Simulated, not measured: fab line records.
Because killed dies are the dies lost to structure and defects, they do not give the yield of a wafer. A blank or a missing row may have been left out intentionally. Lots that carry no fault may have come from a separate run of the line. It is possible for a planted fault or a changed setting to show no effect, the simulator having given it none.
Which of the tools did it?	flow sky130	11 lots, 33 wafers sampled, at 3 steps of a route of 708

WHAT EACH GAUGE READ, for each wafer
SKY_VIA2_THK_MEAS_01.
lot	measured	on	VIA2_HDPCVD_THK (nm)
L576	day 34 14:08	filmMetro-01	1189 1178 1178
L577	day 35 03:37	filmMetro-03	1199 1201 1207
L578	day 35 15:14	filmMetro-03	1188 1170 1169
L579	day 35 18:21	filmMetro-03	1195 1174 1182
L586	day 38 16:12	filmMetro-03	1169 1179 1180
L587	day 38 17:58	filmMetro-03	1175 1176 1182
L588	day 39 09:16	filmMetro-01	1186 1189 1182
L589	day 40 00:54	filmMetro-02	1189 1184 1202
L590	day 40 10:49	filmMetro-01	2344 2346 2356
L591	day 40 17:35	filmMetro-03	2381 2392 2362
L592	day 40 17:44	filmMetro-03	2384 2377 2351

EACH LOT AND THE TOOL THAT RAN IT (in order: tool; ch and the chambers of the sampled wafers; start)
lot	SKY_METAL1_STRIP_20	SKY_VIA2_HDPCVD_00
L576	plasmaAsher-02 ch 0,1, day 32 04:53	hdpcvd-01 ch 0,1, day 34 14:00
L577	plasmaAsher-01 ch 0,1, day 32 19:50	hdpcvd-01 ch 1,2, day 35 03:29
L578	plasmaAsher-01 ch 0,1, day 33 06:26	hdpcvd-01 ch 0,1,2, day 35 15:07
L579	plasmaAsher-01 ch 0,1, day 33 09:41	hdpcvd-01 ch 0,1, day 35 18:13
L586	plasmaAsher-01 ch 0,1, day 36 08:29	hdpcvd-01 ch 0,1,2, day 38 16:04
L587	plasmaAsher-01 ch 0,1, day 36 10:34	hdpcvd-02 ch 0,2, day 38 17:49
L588	plasmaAsher-03 ch 0,1, day 37 02:49	hdpcvd-02 ch 0,2, day 39 09:08
L589	plasmaAsher-01 ch 0,1, day 37 18:08	hdpcvd-01 ch 0,1,2, day 40 00:46
L590	plasmaAsher-02 ch 0,1, day 38 04:30	hdpcvd-02 ch 0,1, day 40 10:23
L591	plasmaAsher-01 ch 0,1, day 38 10:16	hdpcvd-02 ch 0,1, day 40 16:58
L592	plasmaAsher-03 ch 0,1, day 38 11:50	hdpcvd-02 ch 0,1,2, day 40 17:19
- SKY_METAL1_STRIP_20: strips in O2/N2.
- SKY_VIA2_HDPCVD_00: deposits SiO2, target thk 1180 nm, time 196.7 s.

THE ANSWER, worked out from the rows above alone
Rule: the lots themselves supply what counts as usual. The widest of any qualifying gaps counts: lots, ordered by their means at a reading, are off when they make up no more than a third of the lots, leave a main group of 4 or more, and stand apart from it by 3 or more times the standard deviation of that group's means. If all means in a main group match to the digits the tables above print for the reading, that group is not used. Also off: a lot with no number at a reading for which 4 or more lots have one. Any other lot the step has rows for is counted as sound.
Off: L590, L591, L592, at SKY_VIA2_THK_MEAS_01 (VIA2_HDPCVD_THK). The main group has a mean of 1184 nm with a standard deviation of 8.5.
If a tool, at a process step before that reading, ran all the lots that are off and no sound lot after the first of them, it fits. The gauges at SKY_VIA2_THK_MEAS_01 are tried like those tools. One candidate fits, namely hdpcvd-02 at SKY_VIA2_HDPCVD_00. Its last sound lot is L588 (day 39 09:08), its first lot that is off L590 (day 40 10:23): a fault that began between those two fits.

WHAT THE SIMULATOR PUT IN
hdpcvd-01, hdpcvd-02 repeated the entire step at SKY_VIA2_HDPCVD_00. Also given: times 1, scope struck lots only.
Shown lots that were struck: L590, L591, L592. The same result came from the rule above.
